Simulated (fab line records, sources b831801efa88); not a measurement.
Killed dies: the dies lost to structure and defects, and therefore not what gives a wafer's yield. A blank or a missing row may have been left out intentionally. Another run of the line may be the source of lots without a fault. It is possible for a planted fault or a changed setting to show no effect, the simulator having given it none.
Which of the tools did it?    flow sky130    24 lots, 72 wafers sampled, at 5 steps of a route of 708

== WHAT THE GAUGES SHOWED, per wafer ==
SKY_VIA1_CD_MEAS_12: the cd target is 150 nm. Usual: cd-nm 149.7 nm, standard deviation 1.6.
lot   measured      on         cd-nm (nm)         flag
L074  day 33 14:20  cd-sem-01  150.7 149.5 151.0  
L075  day 33 23:28  cd-sem-02  149.9 150.3 147.7  
L076  day 35 07:35  cd-sem-02  147.1 148.5 147.9  
L078  day 35 09:04  cd-sem-02  151.6 150.4 151.5  
L077  day 35 10:56  cd-sem-01  149.2 149.2 147.6  
L079  day 35 11:53  cd-sem-01  149.4 149.6 150.7  
L080  day 35 19:46  cd-sem-02  150.0 148.4 148.9  
L081  day 36 15:53  cd-sem-01  148.5 148.9 148.1  
L082  day 36 16:41  cd-sem-01  147.3 147.4 148.2  
L083  day 36 19:47  cd-sem-02  152.7 150.1 151.1  
L084  day 37 00:28  cd-sem-02  146.8 150.6 149.7  
L085  day 37 11:23  cd-sem-02  149.4 149.6 149.9  
L086  day 37 13:37  cd-sem-02  152.4 151.0 150.0  
L087  day 38 03:43  cd-sem-01  152.1 148.8 150.0  
L088  day 38 11:49  cd-sem-02  151.9 151.1 151.9  
L089  day 38 18:46  cd-sem-01  151.2 150.8 150.2  
L090  day 39 01:34  cd-sem-02  147.8 147.3 149.7  
L091  day 39 10:07  cd-sem-01  151.9 151.6 150.9  
L092  day 39 11:20  cd-sem-02  146.7 146.5 147.7  
L093  day 40 04:15  cd-sem-01  149.5 149.5 147.6  
L094  day 40 06:50  cd-sem-02  148.9 150.6 150.9  
L095  day 40 13:10  cd-sem-02  148.2 147.1 148.6  
L097  day 41 22:28  cd-sem-01  150.3 149.4 151.3  
L096  day 42 00:56  cd-sem-02  152.0 151.2 152.8  

SKY_CAP2M_THK_MEAS_01. Usual: CAP2M_CVD_00_THK 15.46 nm, standard deviation 0.22.
lot   measured      on             CAP2M_CVD_00_THK (nm)  flag
L074  day 39 09:29  film-metro-04  15.61 15.60 15.77      
L075  day 39 19:30  film-metro-01  15.35 15.78 15.85      
L076  day 40 23:30  film-metro-04  15.33 15.65 15.52      
L078  day 41 01:23  film-metro-04  14.98 15.40 15.34      
L077  day 41 01:43  film-metro-04  15.23 15.36 15.65      
L079  day 41 04:06  film-metro-03  15.02 15.42 15.40      
L080  day 41 10:45  film-metro-04  15.19 15.51 15.39      
L081  day 42 07:20  film-metro-03  15.13 15.60 15.57      
L082  day 42 07:38  film-metro-01  15.02 15.33 15.35      
L083  day 42 10:02  film-metro-03  15.46 15.62 15.51      
L084  day 42 13:56  film-metro-01  15.42 15.31 15.29      
L085  day 42 22:35  film-metro-01  15.01 15.23 15.49      
L086  day 43 00:32  film-metro-04  15.21 15.33 15.63      
L087  day 43 14:16  film-metro-01  15.09 15.49 15.55      
L088  day 43 19:39  film-metro-01  15.38 15.57 15.94      
L089  day 44 02:00  film-metro-01  15.20 15.22 15.31      
L090  day 44 09:50  film-metro-03  15.59 15.37 15.74      
L091  day 44 16:05  film-metro-01  15.14 15.34 15.45      
L092  day 44 16:50  film-metro-03  15.53 15.57 15.39      
L093  day 45 10:05  film-metro-03  15.49 15.48 15.70      
L094  day 45 11:23  film-metro-03  15.43 15.79 15.61      
L095  day 45 15:38  film-metro-03  15.32 15.31 15.69      
L097  day 46 19:29  film-metro-03  15.62 15.91 15.86      
L096  day 46 23:15  film-metro-03  15.19 15.59 15.29      

SKY_CAP2M_RS_MEAS_03: a four-point-probe measurement. Usual: CAP2M_TIN_RS 6.88 ohm/sq, standard deviation 0.075.
lot   measured      on             CAP2M_TIN_RS (ohm/sq)  flag
L074  day 39 09:40  film-metro-01  6.80 6.79 6.81         
L075  day 39 19:41  film-metro-03  6.91 6.93 6.92         
L076  day 40 23:40  film-metro-01  7.03 7.02 7.06         
L078  day 41 01:34  film-metro-04  6.95 7.03 6.96         
L077  day 41 01:53  film-metro-04  6.94 6.91 6.93         
L079  day 41 04:16  film-metro-01  6.89 6.92 6.90         
L080  day 41 10:56  film-metro-03  6.82 6.80 6.85         
L081  day 42 07:31  film-metro-04  6.88 6.94 6.89         
L082  day 42 07:48  film-metro-01  6.90 6.94 6.96         
L083  day 42 10:12  film-metro-04  6.82 6.85 6.84         
L084  day 42 14:07  film-metro-03  6.88 6.88 6.94         
L085  day 42 22:46  film-metro-03  6.79 6.80 6.86         
L086  day 43 00:43  film-metro-01  6.84 6.89 6.87         
L087  day 43 14:27  film-metro-03  6.85 6.95 6.87         
L088  day 43 19:50  film-metro-03  6.76 6.71 6.79         
L089  day 44 02:11  film-metro-03  6.80 6.82 6.88         
L090  day 44 10:01  film-metro-03  6.78 6.76 6.86         
L091  day 44 16:16  film-metro-03  7.05 6.94 6.97         
L092  day 44 17:01  film-metro-04  6.93 6.91 6.88         
L093  day 45 10:15  film-metro-03  6.73 6.74 6.76         
L094  day 45 11:35  film-metro-01  6.94 6.94 6.95         
L095  day 45 15:49  film-metro-01  7.05 6.92 6.97         
L097  day 46 19:40  film-metro-01  6.87 6.87 6.88         
L096  day 46 23:26  film-metro-01  6.80 6.80 6.83         

== WHICH TOOL RAN EACH LOT (tool, then ch and the chambers of the sampled wafers, then the start) ==
lot   SKY_METAL2_SPUTTER_00         SKY_METAL2_DESCUM_17
L074  pvd-sputter-03, day 33 15:46  rie-metal-01 ch 0,1, day 34 18:00
L075  pvd-sputter-04, day 34 00:56  rie-metal-01 ch 0,1, day 35 03:59
L076  pvd-sputter-01, day 35 09:04  rie-metal-01 ch 0,1, day 36 11:11
L078  pvd-sputter-03, day 35 10:31  rie-metal-04 ch 0,1, day 36 13:32
L077  pvd-sputter-01, day 35 12:25  rie-metal-02 ch 0,1, day 36 15:17
L079  pvd-sputter-04, day 35 13:22  rie-metal-01 ch 0,1, day 36 16:31
L080  pvd-sputter-04, day 35 21:17  rie-metal-02 ch 0,1, day 36 23:53
L081  pvd-sputter-01, day 36 17:22  rie-metal-04 ch 0,1, day 37 19:22
L082  pvd-sputter-04, day 36 18:10  rie-metal-01 ch 0,1, day 37 19:47
L083  pvd-sputter-01, day 36 21:16  rie-metal-04 ch 0,1, day 37 23:59
L084  pvd-sputter-01, day 37 01:55  rie-metal-04 ch 0,1, day 38 04:54
L085  pvd-sputter-01, day 37 12:52  rie-metal-01 ch 0,1, day 38 15:13
L086  pvd-sputter-03, day 37 15:09  rie-metal-01 ch 0,1, day 38 17:04
L087  pvd-sputter-01, day 38 05:11  rie-metal-01 ch 0,1, day 39 07:11
L088  pvd-sputter-03, day 38 13:16  rie-metal-01 ch 0,1, day 39 14:35
L089  pvd-sputter-01, day 38 20:15  rie-metal-01 ch 0,1, day 39 21:19
L090  pvd-sputter-03, day 39 03:01  rie-metal-01 ch 0,1, day 40 04:04
L091  pvd-sputter-01, day 39 11:38  rie-metal-04 ch 0,1, day 40 12:23
L092  pvd-sputter-03, day 39 12:49  rie-metal-04 ch 0,1, day 40 13:30
L093  pvd-sputter-01, day 40 05:44  rie-metal-01 ch 0, day 41 06:38
L094  pvd-sputter-01, day 40 08:36  rie-metal-04 ch 0,1, day 41 09:05
L095  pvd-sputter-04, day 40 14:37  rie-metal-04 ch 0,1, day 41 14:59
L097  pvd-sputter-01, day 41 23:55  rie-metal-04 ch 0,1, day 42 23:22
L096  pvd-sputter-01, day 42 02:27  rie-metal-01 ch 0,1, day 43 02:28
- SKY_METAL2_SPUTTER_00: material Ti, target thk 15 nm, time 10 s.
- SKY_METAL2_DESCUM_17: chemistry O2, time 8 s.

== AS READ BY THE TOOLS THEMSELVES (means over the sampled wafers that have a number; for cases with no such wafer, the mark the record gives instead) ==
SKY_METAL2_SPUTTER_00. Usual: throttle-valve-pct 30.5 %, standard deviation 0.81.
lot   tool            throttle-valve-pct (%)  flag
L074  pvd-sputter-03  29.3                    
L075  pvd-sputter-04  30.4                    
L076  pvd-sputter-01  31.1                    
L078  pvd-sputter-03  30.1                    
L077  pvd-sputter-01  31.0                    
L079  pvd-sputter-04  30.6                    
L080  pvd-sputter-04  30.4                    
L081  pvd-sputter-01  30.9                    
L082  pvd-sputter-04  30.3                    
L083  pvd-sputter-01  31.1                    
L084  pvd-sputter-01  30.9                    
L085  pvd-sputter-01  30.8                    
L086  pvd-sputter-03  29.5                    
L087  pvd-sputter-01  30.7                    
L088  pvd-sputter-03  29.7                    
L089  pvd-sputter-01  30.8                    
L090  pvd-sputter-03  29.6                    
L091  pvd-sputter-01  30.7                    
L092  pvd-sputter-03  29.2                    
L093  pvd-sputter-01  31.0                    
L094  pvd-sputter-01  30.8                    
L095  pvd-sputter-04  31.4                    
L097  pvd-sputter-01  31.0                    
L096  pvd-sputter-01  30.9                    

SKY_METAL2_DESCUM_17. Usual: drypump-motor-current-A 5.7 A, standard deviation 0.48; oes-product-au 0.994 a.u., standard deviation 0.0078.
lot   tool          drypump-motor-current-A (A)  oes-product-au (a.u.)  flag
L074  rie-metal-01  5.8                          0.986                  
L075  rie-metal-01  5.8                          0.995                  
L076  rie-metal-01  5.4                          1.003                  
L078  rie-metal-04  5.9                          0.999                  
L077  rie-metal-02  6.2                          1.000                  
L079  rie-metal-01  5.8                          0.987                  
L080  rie-metal-02  6.2                          1.010                  
L081  rie-metal-04  5.8                          0.995                  
L082  rie-metal-01  5.4                          0.994                  
L083  rie-metal-04  5.5                          0.986                  
L084  rie-metal-04  5.6                          0.994                  
L085  rie-metal-01  5.8                          0.991                  
L086  rie-metal-01  5.8                          0.988                  
L087  rie-metal-01  5.4                          0.990                  
L088  rie-metal-01  5.4                          0.987                  
L089  rie-metal-01  5.5                          0.996                  
L090  rie-metal-01  5.8                          0.988                  
L091  rie-metal-04  5.6                          0.984                  
L092  rie-metal-04  5.6                          0.990                  
L093  rie-metal-01  6.2                          0.990                  
L094  rie-metal-04  5.6                          0.993                  
L095  rie-metal-04  5.6                          0.993                  
L097  rie-metal-04  5.6                          0.993                  
L096  rie-metal-01  5.8                          0.999                  

== THE ANSWER, worked out from the rows above alone ==
Rule: lot off if the mean of its wafers having a number is beyond 3 standard deviations from the usual mean. Also off: a lot with no number at a reading for which 4 or more lots have one. Any other lot the step has rows for is counted as sound. The gauges are gone through in route order, then the tools' own readings, and for those a lot's mean is taken as printed above. At the first step where some lot is off, the reading lying furthest off is the one used; lots without a number count as furthest.
No lot is off on any of the readings shown, so nothing can be concluded from this.

== WHAT HAD BEEN PUT IN BY THE SIMULATOR ==
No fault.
